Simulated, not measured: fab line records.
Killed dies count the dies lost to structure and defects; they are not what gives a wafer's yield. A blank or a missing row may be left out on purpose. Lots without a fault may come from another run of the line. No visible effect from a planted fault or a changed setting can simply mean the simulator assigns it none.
fab line records    flow sky130
[record] lots = 13  wafers = 38  lastDay = 50
route steps=708 shown LDD_P@262 SD_P@326 PAD_OPEN@708
lots with no fault: from the same line, run without faults
startH: hours from the record's first day to the start of the lot's first wafer shown    waitH: hours elapsed since this lot's preceding step    " as in the row above    L1.1+2: one row covering several wafers at once    - no value, or no start given    * or withheld: withheld    < > ~ a bound
route shown NAME@n: NAME is a module with steps in the file, n the number in the route of the first one    usual: mean and standard deviation over wafers with no fault    same: alike in all rows    chamber/n: place in a boat    sites: the reading at each site    _std_site: their standard deviation    _edge_site: inner sites' mean taken away from outer sites' mean    radiusMm: how far each site lies from the wafer's centre    mask NAME#n: copy n    behind: the most recent tool/chamber to have shaped the wafer    hold: reason for holding the lot/hours on hold/outcome of the hold    device: the n, p or np transistor that did not switch    end of line: the same wafers' tests at the end of the route    a step given without rows: its recipe and nothing more    killed: not the wafer's yield, but the dies lost to structure and defects at the first sort    map: a wafer's dies, marking killed ones x, the rest . and places with no die _
set.NAME: the setting that was run; set.NAME@STEP: the one run at that earlier step    model.NAME: the simulator's own value behind a step, which no gauge read
the route's steps for a sample of lots (tables are steps, rows are wafers)
services: from which hour (startH, from the record's first day; less than 0 if before it) a tool's chamber was out of use, for how many hours, and why
[[steps]]
[step SKY_LDD_P_CD_MEAS_07]
[recipe] targetCdNm = 380
[usual] cdNm = 380.2/2.4
lot.wafer  tool      chamber  startH  waitH  cdNm
L601.1     cdSem-02  -        426.76  0.1    383.3
L601.3     "         -        "       "      379.9
L601.6     "         -        "       "      380.9
L602.1     cdSem-02  -        429.31  0.1    380.7
L602.3     "         -        "       "      377.4
L602.5     "         -        "       "      381.4
L603.2     cdSem-02  -        450.34  0.1    384.0
L603.4     "         -        "       "      379.5
L603.5     "         -        "       "      382.7
L604.1     cdSem-01  -        450.51  0.1    384.5
L604.4     "         -        "       "      382.3
L604.5     "         -        "       "      382.5
L605.1     cdSem-02  -        459.90  0.1    381.5
L605.2     "         -        "       "      380.8
L605.5     "         -        "       "      380.5
L609.2     cdSem-02  -        521.84  0.1    375.1
L609.3     "         -        "       "      376.6
L615.4     cdSem-02  -        567.76  0.1    379.6
L615.5     "         -        "       "      379.4
L615.6     "         -        "       "      381.2
L616.1     cdSem-01  -        572.12  0.1    379.8
L616.3     "         -        "       "      380.7
L616.4     "         -        "       "      379.9
L620.1     cdSem-01  -        611.92  0.1    380.2
L620.3     "         -        "       "      381.1
L620.6     "         -        "       "      382.9
L621.1     cdSem-02  -        617.60  0.1    378.0
L621.3     "         -        "       "      376.3
L621.4     "         -        "       "      377.6
L622.1     cdSem-01  -        619.77  0.1    375.4
L622.3     "         -        "       "      377.5
L622.6     "         -        "       "      376.3
L623.1     cdSem-02  -        624.15  0.1    382.8
L623.3     "         -        "       "      380.8
L623.5     "         -        "       "      378.6
L624.1     cdSem-02  -        626.32  0.1    382.4
L624.3     "         -        "       "      381.1
L624.5     "         -        "       "      380.5
[step SKY_LDD_P_TW_MEAS_11]
[usual] LDD_P_TW = 641/4.4
lot.wafer  tool          chamber  startH  waitH  LDD_P_TW
L601.1     filmMetro-01  -        427.16  0.1    643
L601.3     "             -        "       "      641
L601.6     "             -        "       "      644
L602.1     filmMetro-02  -        429.71  0.1    638
L602.3     "             -        "       "      633
L602.5     "             -        "       "      641
L603.2     filmMetro-02  -        450.74  0.1    632
L603.4     "             -        "       "      633
L603.5     "             -        "       "      635
L604.1     filmMetro-01  -        450.91  0.1    643
L604.4     "             -        "       "      642
L604.5     "             -        "       "      641
L605.1     filmMetro-03  -        460.30  0.1    646
L605.2     "             -        "       "      645
L605.5     "             -        "       "      652
L609.2     filmMetro-02  -        522.24  0.1    641
L609.3     "             -        "       "      641
L615.4     filmMetro-02  -        568.13  0.1    636
L615.5     "             -        "       "      640
L615.6     "             -        "       "      634
L616.1     filmMetro-01  -        572.53  0.1    640
L616.3     "             -        "       "      638
L616.4     "             -        "       "      636
L620.1     filmMetro-03  -        612.33  0.1    642
L620.3     "             -        "       "      641
L620.6     "             -        "       "      641
L621.1     filmMetro-03  -        618.00  0.1    644
L621.3     "             -        "       "      644
L621.4     "             -        "       "      641
L622.1     filmMetro-01  -        620.18  0.1    642
L622.3     "             -        "       "      643
L622.6     "             -        "       "      636
L623.1     filmMetro-02  -        624.56  0.1    639
L623.3     "             -        "       "      637
L623.5     "             -        "       "      635
L624.1     filmMetro-01  -        626.73  0.1    644
L624.3     "             -        "       "      638
L624.5     "             -        "       "      639
[step SKY_SD_P_DEVELOP_06]
[recipe] resist = NOVOLAK  developer = TMAH  developTimeS = 60  devTempC = 23
[usual] developerTempC = 23.00/0.1  exhaustPa = 45.1/0.98
lot.wafer  tool           chamber  startH  waitH  developerTempC  exhaustPa
L601.1     lithoTrack-01  0        581.26  0.1    22.85           46.3
L601.3     "              0        "       "      22.82           46.0
L601.6     "              0        "       "      22.82           44.2
L602.1     lithoTrack-01  0        583.26  0.1    23.18           46.7
L602.3     "              0        "       "      23.07           44.1
L602.5     "              0        "       "      23.06           46.0
L603.2     lithoTrack-01  0        601.48  0.1    23.01           45.8
L603.4     "              0        "       "      22.89           45.1
L603.5     "              0        "       "      23.02           45.7
L604.1     lithoTrack-01  0        603.96  0.1    22.93           44.5
L604.4     "              0        "       "      22.92           45.3
L604.5     "              0        "       "      23.00           46.3
L605.1     lithoTrack-02  0        612.87  0.1    23.03           46.6
L605.2     "              0        "       "      22.92           45.0
L605.5     "              0        "       "      23.04           44.7
L609.2     lithoTrack-01  0        669.98  0.1    23.00           44.8
L609.3     "              0        "       "      23.07           44.4
L615.4     lithoTrack-03  0        714.32  0.1    23.03           44.3
L615.5     "              0        "       "      23.01           44.2
L615.6     "              0        "       "      23.07           44.7
L616.1     lithoTrack-02  0        719.32  0.1    22.96           45.3
L616.3     "              0        "       "      23.12           45.2
L616.4     "              0        "       "      23.04           44.8
L620.1     lithoTrack-02  0        756.27  0.1    23.03           45.3
L620.3     "              0        "       "      23.08           45.5
L620.6     "              0        "       "      23.10           45.0
L621.1     lithoTrack-02  0        762.52  0.1    23.26           44.4
L621.3     "              0        "       "      22.96           44.7
L621.4     "              0        "       "      23.17           45.7
L622.1     lithoTrack-03  0        763.50  0.1    22.92           45.3
L622.3     "              0        "       "      23.02           44.5
L622.6     "              0        "       "      23.06           43.5
L623.1     lithoTrack-01  0        766.76  0.1    23.10           46.9
L623.3     "              0        "       "      22.96           45.4
L623.5     "              0        "       "      22.90           46.0
L624.1     lithoTrack-03  0        769.55  0.1    22.95           46.0
L624.3     "              0        "       "      22.84           46.5
L624.5     "              0        "       "      22.87           46.0
[step SKY_SD_P_CD_MEAS_07]
[recipe] targetCdNm = 380
[usual] cdNm = 379.7/2.4
lot.wafer  tool      chamber  startH  waitH  cdNm
L601.1     cdSem-01  -        581.41  0.1    381.4
L601.3     "         -        "       "      379.6
L601.6     "         -        "       "      379.5
L602.1     cdSem-01  -        583.41  0.1    379.9
L602.3     "         -        "       "      381.3
L602.5     "         -        "       "      381.0
L603.2     cdSem-02  -        601.63  0.1    380.3
L603.4     "         -        "       "      378.8
L603.5     "         -        "       "      379.8
L604.1     cdSem-01  -        604.11  0.1    376.7
L604.4     "         -        "       "      377.6
L604.5     "         -        "       "      378.7
L605.1     cdSem-01  -        613.02  0.1    380.3
L605.2     "         -        "       "      378.8
L605.5     "         -        "       "      381.4
L609.2     cdSem-01  -        670.13  0.1    381.0
L609.3     "         -        "       "      388.0
L615.4     cdSem-02  -        714.46  0.1    383.0
L615.5     "         -        "       "      380.9
L615.6     "         -        "       "      381.2
L616.1     cdSem-02  -        719.47  0.1    378.8
L616.3     "         -        "       "      376.1
L616.4     "         -        "       "      378.3
L620.1     cdSem-02  -        756.42  0.1    381.7
L620.3     "         -        "       "      382.2
L620.6     "         -        "       "      382.6
L621.1     cdSem-01  -        762.67  0.1    383.2
L621.3     "         -        "       "      382.2
L621.4     "         -        "       "      383.7
L622.1     cdSem-02  -        763.65  0.1    382.0
L622.3     "         -        "       "      385.4
L622.6     "         -        "       "      381.7
L623.1     cdSem-02  -        766.91  0.1    382.3
L623.3     "         -        "       "      381.0
L623.5     "         -        "       "      380.1
L624.1     cdSem-02  -        769.77  0.2    381.1
L624.3     "         -        "       "      379.2
L624.5     "         -        "       "      380.7
[step SKY_SD_P_TW_MEAS_11]
[usual] SD_P_TW = 2844/16
lot.wafer  tool          chamber  startH  waitH  SD_P_TW
L601.1     filmMetro-02  -        581.81  0.1    2823
L601.3     "             -        "       "      2832
L601.6     "             -        "       "      2815
L602.1     filmMetro-02  -        583.81  0.1    2807
L602.3     "             -        "       "      2831
L602.5     "             -        "       "      2834
L603.2     filmMetro-03  -        602.02  0.1    2850
L603.4     "             -        "       "      2853
L603.5     "             -        "       "      2870
L604.1     filmMetro-04  -        604.51  0.1    2844
L604.4     "             -        "       "      2835
L604.5     "             -        "       "      2845
L605.1     filmMetro-04  -        613.43  0.1    2848
L605.2     "             -        "       "      2835
L605.5     "             -        "       "      2832
L609.2     filmMetro-04  -        670.52  0.1    2850
L609.3     "             -        "       "      2843
L615.4     filmMetro-04  -        714.83  0.1    2834
L615.5     "             -        "       "      2842
L615.6     "             -        "       "      2837
L616.1     filmMetro-03  -        719.88  0.1    2860
L616.3     "             -        "       "      2848
L616.4     "             -        "       "      2854
L620.1     filmMetro-03  -        756.83  0.1    2840
L620.3     "             -        "       "      2856
L620.6     "             -        "       "      2852
L621.1     filmMetro-03  -        763.08  0.1    2844
L621.3     "             -        "       "      2843
L621.4     "             -        "       "      2854
L622.1     filmMetro-02  -        764.05  0.1    2837
L622.3     "             -        "       "      2834
L622.6     "             -        "       "      2835
L623.1     filmMetro-04  -        767.31  0.1    2827
L623.3     "             -        "       "      2836
L623.5     "             -        "       "      2847
L624.1     filmMetro-03  -        770.18  0.1    2876
L624.3     "             -        "       "      2870
L624.5     "             -        "       "      2879
[step SKY_PAD_OPEN_PROBE_99]
[usual] killed_at_M0_to_M3 = 43/7.8  killed_at_M4_up = 3.2/1.7  killedAtContacts = 24/5.2  killedAtFrontEnd = 15/4.5  killedAtOther = 0.4/0.65  killedDies = 87/9.1  killedOpen = 47/7.3  killedShort = 40/6.5
[same] grossDies = 492  killedAtBackSide = 0
lot.wafer  tool       chamber  startH   waitH  killed_at_M0_to_M3  killed_at_M4_up  killedAtContacts  killedAtFrontEnd  killedAtOther  killedDies  killedOpen  killedShort
L615.4     prober-01  -        1162.44  0.2    61                  0                27                19                0              107         68          39
// killed by level:class
L615.4 VIA1:geometricParticle:open=13 CONTACT:geometricParticle:open=11 VIA2:geometricParticle:open=11 VIA3:geometricParticle:open=9 METAL1:geometricParticle:short=8 VIA1:geometricParticle:short=7 FIELD_ISO:geometricParticle:open=6 POLY_GATE:geometricParticle:short=5
[[services]]
tool           chamber  startH  hours  kind
lithoTrack-03  -        646.23  -      consumableReplace:filter
[[key]]
[firstSign] step = SKY_SD_P_CD_MEAS_07  reading = cdNm  direction = up  sigmas = 3.4  usual = 379.7  struck = 388.0
effect none on later readings
metAt SKY_SD_P_DEVELOP_06
struckLots L609
struckWafers L609.3
testerLeftOut L609
notActingAt SKY_LDD_P_CD_MEAS_07,SKY_LDD_P_TW_MEAS_11,SKY_SD_P_TW_MEAS_11
onsetBetween 603.96 669.98
[fault] kind = processParameterDrift  tool = lithoTrack-01  chamber = -  onsetH = 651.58  steps = SKY_SD_P_DEVELOP_06  channel = developTimeS  offset = *  shape = step  endH = 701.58  scope = struckWafersOnly  actsIn = *  stated = *
// testerLeftOut: of these lots the tester's yield and bins aren't shown, on N5 and GAA mostly nor the transistor test; their killed dies are dies lost to structure and defects alone, not to doping, threshold or leakage, so they don't give the yield
